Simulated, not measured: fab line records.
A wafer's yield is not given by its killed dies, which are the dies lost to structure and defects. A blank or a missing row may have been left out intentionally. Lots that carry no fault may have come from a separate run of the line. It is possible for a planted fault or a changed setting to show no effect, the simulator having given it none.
Which tool is to blame?	flow sky130	72 wafers from 24 lots sampled at 6 of the route's 708 steps

## WHAT THE GAUGES SHOWED, per wafer
No reading from a measuring or inspecting step in the record can be judged against a usual standard deviation.

## TOOL THAT RAN EACH LOT (tool first, then ch and the chambers of the sampled wafers, then the start)
lot	SKY_METAL4_STRIP_19	SKY_VIA4_CMP_02	SKY_VIA4_STRIP_13	SKY_METAL5_SPUTTER_04	SKY_PAD_OPEN_ETCH_07	SKY_PAD_OPEN_STRIP_08
L074	plasma-asher-01 ch 0,1, day 42 17:50	cmp-02 ch 2,3, day 42 18:43	plasma-asher-02 ch 0,1, day 43 17:25	pvd-sputter-01, day 43 18:48	rie-diel-02 ch 0,3, day 46 13:07	plasma-asher-02 ch 0,1, day 46 13:15
L075	plasma-asher-01 ch 0,1, day 42 18:27	cmp-02 ch 0,1,2, day 42 19:37	plasma-asher-01 ch 0,1, day 43 17:49	pvd-sputter-01, day 43 19:44	rie-diel-01 ch 0,1,2, day 46 13:16	plasma-asher-03 ch 0,1, day 46 13:22
L077	plasma-asher-03 ch 0,1, day 42 18:43	cmp-02 ch 0,3, day 42 19:58	plasma-asher-02 ch 0,1, day 43 18:09	pvd-sputter-01, day 43 20:22	rie-diel-02 ch 0,1, day 46 13:37	plasma-asher-01 ch 0,1, day 46 13:46
L076	plasma-asher-03 ch 0,1, day 42 19:43	cmp-02 ch 0,1,3, day 42 21:16	plasma-asher-02 ch 0,1, day 43 19:33	pvd-sputter-04, day 43 21:14	rie-diel-02 ch 0,3, day 46 14:43	plasma-asher-01 ch 0,1, day 46 14:52
L078	plasma-asher-01 ch 1, day 44 11:53	cmp-01 ch 1,2, day 44 12:46	plasma-asher-02 ch 0,1, day 45 11:01	pvd-sputter-01, day 45 12:25	rie-diel-02 ch 0,1,2, day 48 04:10	plasma-asher-01 ch 0,1, day 48 04:16
L079	plasma-asher-03 ch 0,1, day 44 12:04	cmp-01 ch 0,2,3, day 44 13:04	plasma-asher-04 ch 0,1, day 45 11:53	pvd-sputter-01, day 45 13:17	rie-diel-01 ch 1,2,3, day 48 05:40	plasma-asher-03 ch 0,1, day 48 05:46
L081	plasma-asher-02 ch 0,1, day 44 12:27	cmp-02 ch 0,2,3, day 44 13:27	plasma-asher-02 ch 0,1, day 45 12:13	pvd-sputter-04, day 45 13:38	rie-diel-04 ch 1,2,3, day 48 05:43	plasma-asher-01 ch 0,1, day 48 05:49
L080	plasma-asher-02 ch 0,1, day 44 13:06	cmp-01 ch 0,1,3, day 44 14:01	plasma-asher-02 ch 0,1, day 45 13:04	pvd-sputter-01, day 45 14:30	rie-diel-02 ch 0,1,2, day 48 06:04	plasma-asher-03 ch 0,1, day 48 06:10
L082	plasma-asher-03 ch 1, day 44 14:26	cmp-02 ch 0,2,3, day 44 15:19	plasma-asher-04 ch 0,1, day 45 13:37	pvd-sputter-01, day 45 15:02	rie-diel-01 ch 0,2,3, day 48 06:46	plasma-asher-02 ch 0,1, day 48 06:52
L084	plasma-asher-01 ch 1, day 44 19:41	cmp-02 ch 0,2,3, day 44 20:31	plasma-asher-01 ch 0,1, day 45 18:58	pvd-sputter-04, day 45 20:38	rie-diel-02 ch 1,2,3, day 48 09:46	plasma-asher-01 ch 0,1, day 48 09:52
L083	plasma-asher-03 ch 0,1, day 44 21:53	cmp-01 ch 0,1,2, day 44 22:46	plasma-asher-01 ch 0,1, day 45 21:19	pvd-sputter-02, day 45 22:44	rie-diel-02 ch 0,2, day 48 13:19	plasma-asher-01 ch 0,1, day 48 13:25
L085	plasma-asher-01 ch 0,1, day 44 22:14	cmp-02 ch 0,1,2, day 44 23:07	plasma-asher-04 ch 0,1, day 45 21:55	pvd-sputter-01, day 45 23:23	rie-diel-04 ch 0,1,3, day 48 13:19	plasma-asher-02 ch 0,1, day 48 13:26
L086	plasma-asher-03 ch 0,1, day 44 23:05	cmp-01 ch 2,3, day 44 23:56	plasma-asher-01 ch 0,1, day 45 22:15	pvd-sputter-04, day 45 23:41	rie-diel-01 ch 1,2, day 48 13:58	plasma-asher-01 ch 0,1, day 48 14:06
L087	plasma-asher-02 ch 0,1, day 45 09:14	cmp-02 ch 0,2, day 45 10:08	plasma-asher-04 ch 0,1, day 46 06:58	pvd-sputter-04, day 46 10:14	rie-diel-01 ch 0,2,3, day 48 23:04	plasma-asher-02 ch 0,1, day 48 23:11
L088	plasma-asher-02 ch 0,1, day 45 17:54	cmp-02 ch 2,3, day 45 18:46	plasma-asher-04 ch 0,1, day 46 15:29	pvd-sputter-02, day 46 17:11	rie-diel-04 ch 0,1,2, day 49 05:40	plasma-asher-02 ch 0,1, day 49 05:46
L089	plasma-asher-03 ch 0,1, day 45 19:21	cmp-01 ch 0,1,2, day 45 20:14	plasma-asher-04 ch 0,1, day 46 15:52	pvd-sputter-01, day 46 17:26	rie-diel-01 ch 0,1,2, day 49 06:01	plasma-asher-03 ch 0,1, day 49 06:07
L090	plasma-asher-02 ch 0,1, day 46 08:00	cmp-01 ch 0,3, day 46 10:24	plasma-asher-02 ch 0,1, day 47 06:52	pvd-sputter-04, day 47 08:17	rie-diel-01 ch 1,3, day 49 17:16	plasma-asher-01 ch 0,1, day 49 17:22
L091	plasma-asher-01 ch 0,1, day 46 11:09	cmp-02 ch 0,1,2, day 46 12:07	plasma-asher-04 ch 0,1, day 47 09:01	pvd-sputter-04, day 47 10:31	rie-diel-04 ch 0,2,3, day 49 20:01	plasma-asher-03 ch 0,1, day 49 20:07
L092	plasma-asher-03 ch 0,1, day 46 14:44	cmp-02 ch 0,1,3, day 46 15:37	plasma-asher-02 ch 0,1, day 47 12:10	pvd-sputter-04, day 47 13:35	rie-diel-04 ch 0,1,2, day 49 22:43	plasma-asher-02 ch 0,1, day 49 22:50
L093	plasma-asher-03 ch 0,1, day 47 01:59	cmp-02 ch 0,1,2, day 47 02:53	plasma-asher-01 ch 0,1, day 47 23:22	pvd-sputter-01, day 48 00:47	rie-diel-02 ch 1,2, day 50 05:40	plasma-asher-03 ch 0,1, day 50 05:46
L094	plasma-asher-03 ch 0,1, day 47 05:20	cmp-01 ch 2,3, day 47 06:13	plasma-asher-01 ch 0,1, day 48 01:07	pvd-sputter-04, day 48 02:31	rie-diel-01 ch 0,2,3, day 50 06:52	plasma-asher-02 ch 0,1, day 50 06:58
L095	plasma-asher-02 ch 0,1, day 47 13:47	cmp-01 ch 2,3, day 47 14:37	plasma-asher-04 ch 1, day 48 11:19	pvd-sputter-01, day 48 12:44	rie-diel-01 ch 0,3, day 50 16:10	plasma-asher-02 ch 0,1, day 50 16:16
L096	plasma-asher-03 ch 0,1, day 47 15:46	cmp-02 ch 0,2, day 47 16:36	plasma-asher-04 ch 0, day 48 13:43	pvd-sputter-01, day 48 15:07	rie-diel-01 ch 1,2, day 50 19:28	plasma-asher-02 ch 0,1, day 50 19:35
L097	plasma-asher-01 ch 1, day 47 21:41	cmp-01 ch 0,2,3, day 47 22:55	plasma-asher-04 ch 0,1, day 48 17:41	pvd-sputter-04, day 48 19:05	rie-diel-01 ch 0,3, day 50 20:31	plasma-asher-02 ch 0,1, day 50 20:37
- SKY_METAL4_STRIP_19: strips in O2/N2.
- SKY_VIA4_CMP_02: polishes SiO2.
- SKY_VIA4_STRIP_13: strips in O2/N2.
- SKY_METAL5_SPUTTER_04: material TiN, target thk 70 nm, time 58.3 s.
- SKY_PAD_OPEN_ETCH_07: etches the open film in CF4/O2, stops on AlCu, target depth 725 nm, time 161.1 s.
- SKY_PAD_OPEN_STRIP_08: strips in O2/N2.

## WHAT THE TOOLS THEMSELVES READ (means of the sampled wafers that have a number; where no wafer has one, the mark that the record gives instead)
SKY_METAL4_STRIP_19. Usual: drypump-motor-current-A 5.75 A, standard deviation 0.28; o2-flow-sccm 3002 sccm, standard deviation 8.3; oes-product-au 0.502 a.u., standard deviation 0.0061; strip-time-to-endpoint-s 6.54 s, standard deviation 0.098.
lot	tool	drypump-motor-current-A (A)	o2-flow-sccm (sccm)	oes-product-au (a.u.)	strip-time-to-endpoint-s (s)	flag
L074	plasma-asher-01	6.17	3001	0.492	6.40	
L075	plasma-asher-01	6.06	3002	0.500	6.63	
L077	plasma-asher-03	5.49	2999	0.507	6.56	
L076	plasma-asher-03	5.51	3001	0.502	6.56	
L078	plasma-asher-01	6.29	2993	0.495	6.39	
L079	plasma-asher-03	5.56	3004	0.507	6.59	
L081	plasma-asher-02	5.74	3007	0.501	6.45	
L080	plasma-asher-02	5.66	2998	0.501	6.47	
L082	plasma-asher-03	5.41	2998	0.502	6.44	
L084	plasma-asher-01	6.28	3008	0.497	6.41	
L083	plasma-asher-03	5.48	3006	0.501	6.47	
L085	plasma-asher-01	6.21	3003	0.500	6.56	
L086	plasma-asher-03	5.51	3003	0.502	6.52	
L087	plasma-asher-02	5.73	3003	0.501	6.54	
L088	plasma-asher-02	5.69	2994	0.502	6.55	
L089	plasma-asher-03	5.50	2996	0.502	6.54	
L090	plasma-asher-02	5.73	2997	0.501	6.55	
L091	plasma-asher-01	6.06	3001	0.501	6.55	
L092	plasma-asher-03	5.60	3010	0.501	6.49	
L093	plasma-asher-03	5.48	3007	0.504	6.51	
L094	plasma-asher-03	5.58	3007	0.506	6.58	
L095	plasma-asher-02	5.73	2991	0.504	6.66	
L096	plasma-asher-03	5.57	3005	0.506	6.68	
L097	plasma-asher-01	6.28	3008	0.502	6.59	

SKY_VIA4_CMP_02. Usual: motor-current-A at 11.8 A, with a standard deviation of 1.4.
lot	tool	motor-current-A (A)	flag
L074	cmp-02	11.6	
L075	cmp-02	10.6	
L077	cmp-02	11.5	
L076	cmp-02	10.8	
L078	cmp-01	12.6	
L079	cmp-01	13.3	
L081	cmp-02	11.2	
L080	cmp-01	12.7	
L082	cmp-02	11.3	
L084	cmp-02	11.1	
L083	cmp-01	12.4	
L085	cmp-02	11.0	
L086	cmp-01	14.6	
L087	cmp-02	11.7	
L088	cmp-02	11.3	
L089	cmp-01	12.2	
L090	cmp-01	12.4	
L091	cmp-02	10.9	
L092	cmp-02	10.7	
L093	cmp-02	10.9	
L094	cmp-01	14.5	
L095	cmp-01	14.0	
L096	cmp-02	11.4	
L097	cmp-01	13.4	

SKY_VIA4_STRIP_13. Usual: drypump-motor-current-A 5.89 A, standard deviation 0.27; o2-flow-sccm 3000 sccm, standard deviation 8.3; oes-product-au 0.708 a.u., standard deviation 0.0046; strip-time-to-endpoint-s 12.92 s, standard deviation 0.045.
lot	tool	drypump-motor-current-A (A)	o2-flow-sccm (sccm)	oes-product-au (a.u.)	strip-time-to-endpoint-s (s)	flag
L074	plasma-asher-02	5.74	3005	0.707	12.94	
L075	plasma-asher-01	6.09	2991	0.709	12.93	
L077	plasma-asher-02	5.75	3003	0.709	12.94	
L076	plasma-asher-02	5.68	3002	0.707	12.90	
L078	plasma-asher-02	5.66	3003	0.712	12.92	
L079	plasma-asher-04	5.98	3004	0.707	12.87	
L081	plasma-asher-02	5.75	2997	0.707	12.89	
L080	plasma-asher-02	5.72	2992	0.711	12.94	
L082	plasma-asher-04	6.01	3001	0.709	12.90	
L084	plasma-asher-01	6.19	2992	0.710	12.97	
L083	plasma-asher-01	6.07	3000	0.708	12.85	
L085	plasma-asher-04	5.98	2995	0.710	12.91	
L086	plasma-asher-01	6.07	3006	0.710	12.96	
L087	plasma-asher-04	5.99	3001	0.709	12.91	
L088	plasma-asher-04	5.99	2999	0.707	12.89	
L089	plasma-asher-04	5.97	3004	0.700	12.93	
L090	plasma-asher-02	5.71	3002	0.712	12.94	
L091	plasma-asher-04	5.99	2999	0.712	12.87	
L092	plasma-asher-02	5.72	2995	0.707	12.91	
L093	plasma-asher-01	6.17	3002	0.703	12.90	
L094	plasma-asher-01	6.06	3003	0.704	12.86	
L095	plasma-asher-04	6.19	2998	0.706	12.95	
L096	plasma-asher-04	5.59	3000	0.711	12.93	
L097	plasma-asher-04	5.81	3005	0.707	12.92	

SKY_METAL5_SPUTTER_04. Usual: throttle-valve-pct at 30.3 %, with a standard deviation of 0.98.
lot	tool	throttle-valve-pct (%)	flag
L074	pvd-sputter-01	30.8	
L075	pvd-sputter-01	30.8	
L077	pvd-sputter-01	30.7	
L076	pvd-sputter-04	30.0	
L078	pvd-sputter-01	30.7	
L079	pvd-sputter-01	30.1	
L081	pvd-sputter-04	30.3	
L080	pvd-sputter-01	29.9	
L082	pvd-sputter-01	30.0	
L084	pvd-sputter-04	30.6	
L083	pvd-sputter-02	30.0	
L085	pvd-sputter-01	30.7	
L086	pvd-sputter-04	29.5	
L087	pvd-sputter-04	30.0	
L088	pvd-sputter-02	30.7	
L089	pvd-sputter-01	30.0	
L090	pvd-sputter-04	31.1	
L091	pvd-sputter-04	30.7	
L092	pvd-sputter-04	29.6	
L093	pvd-sputter-01	30.7	
L094	pvd-sputter-04	29.3	
L095	pvd-sputter-01	30.0	
L096	pvd-sputter-01	30.1	
L097	pvd-sputter-04	29.6	

SKY_PAD_OPEN_ETCH_07. Usual: drypump-motor-current-A 5.8 A, standard deviation 0.39; oes-product-au 0.976 a.u., standard deviation 0.0069; throttle-valve-pct 5.965 %, standard deviation 0.0091.
lot	tool	drypump-motor-current-A (A)	oes-product-au (a.u.)	throttle-valve-pct (%)	flag
L074	rie-diel-02	5.7	0.977	5.966	
L075	rie-diel-01	5.8	0.973	5.954	
L077	rie-diel-02	5.6	0.976	5.977	
L076	rie-diel-02	5.7	0.982	5.965	
L078	rie-diel-02	5.8	0.981	5.966	
L079	rie-diel-01	6.0	0.963	5.965	
L081	rie-diel-04	5.4	0.973	5.957	
L080	rie-diel-02	5.9	0.968	5.961	
L082	rie-diel-01	5.9	0.975	5.972	
L084	rie-diel-02	5.9	0.976	5.962	
L083	rie-diel-02	5.9	0.980	5.966	
L085	rie-diel-04	5.9	0.967	5.961	
L086	rie-diel-01	5.8	0.978	5.975	
L087	rie-diel-01	5.9	0.978	5.961	
L088	rie-diel-04	5.5	0.979	5.969	
L089	rie-diel-01	5.8	0.978	5.971	
L090	rie-diel-01	5.8	0.975	5.969	
L091	rie-diel-04	5.8	0.974	5.958	
L092	rie-diel-04	5.5	0.971	5.967	
L093	rie-diel-02	6.1	0.978	5.966	
L094	rie-diel-01	5.9	0.984	5.968	
L095	rie-diel-01	5.8	0.982	5.966	
L096	rie-diel-01	5.9	0.978	5.954	
L097	rie-diel-01	5.8	0.977	5.965	

SKY_PAD_OPEN_STRIP_08. Usual: drypump-motor-current-A 5.80 A, standard deviation 0.27; o2-flow-sccm 2998 sccm, standard deviation 9.4; oes-product-au 0.664 a.u., standard deviation 0.0048; strip-time-to-endpoint-s 37.07 s, standard deviation 0.11.
lot	tool	drypump-motor-current-A (A)	o2-flow-sccm (sccm)	oes-product-au (a.u.)	strip-time-to-endpoint-s (s)	flag
L074	plasma-asher-02	5.67	2999	0.665	37.07	
L075	plasma-asher-03	5.57	2994	0.668	36.94	
L077	plasma-asher-01	6.17	2993	0.666	37.14	
L076	plasma-asher-01	6.16	2983	0.657	37.21	
L078	plasma-asher-01	6.06	3011	0.664	37.15	
L079	plasma-asher-03	5.49	3009	0.667	37.18	
L081	plasma-asher-01	6.07	2991	0.662	37.00	
L080	plasma-asher-03	5.50	3004	0.664	37.11	
L082	plasma-asher-02	5.69	3003	0.667	36.91	
L084	plasma-asher-01	6.09	2998	0.665	37.21	
L083	plasma-asher-01	6.09	2999	0.670	37.10	
L085	plasma-asher-02	5.68	3000	0.667	37.07	
L086	plasma-asher-01	6.06	2992	0.663	37.02	
L087	plasma-asher-02	5.73	2988	0.664	37.09	
L088	plasma-asher-02	5.69	2993	0.661	36.94	
L089	plasma-asher-03	5.50	3004	0.663	37.00	
L090	plasma-asher-01	6.07	3003	0.664	36.94	
L091	plasma-asher-03	5.59	3003	0.667	37.09	
L092	plasma-asher-02	5.74	2994	0.662	37.17	
L093	plasma-asher-03	5.50	3007	0.664	37.14	
L094	plasma-asher-02	5.73	2991	0.666	36.99	
L095	plasma-asher-02	5.75	3005	0.661	36.96	
L096	plasma-asher-02	5.72	2994	0.666	37.17	
L097	plasma-asher-02	5.67	2989	0.660	37.08	

## THE ANSWER, worked out from the rows above alone
Rule: a lot is off if the mean of its wafers that have a number lies more than 3 standard deviations from the usual mean. Also off: a lot with no number at a reading for which 4 or more lots have one. All remaining lots with rows at the step are treated as sound. After the gauges, taken in route order, come the tools' own readings; for these a lot's mean is taken, as printed above. At the first step where some lot is off, the reading lying furthest off is the one used; lots without a number count as furthest.
None of the lots is off at any reading shown; this tells nothing.

## WHAT WAS PUT IN BY THE SIMULATOR
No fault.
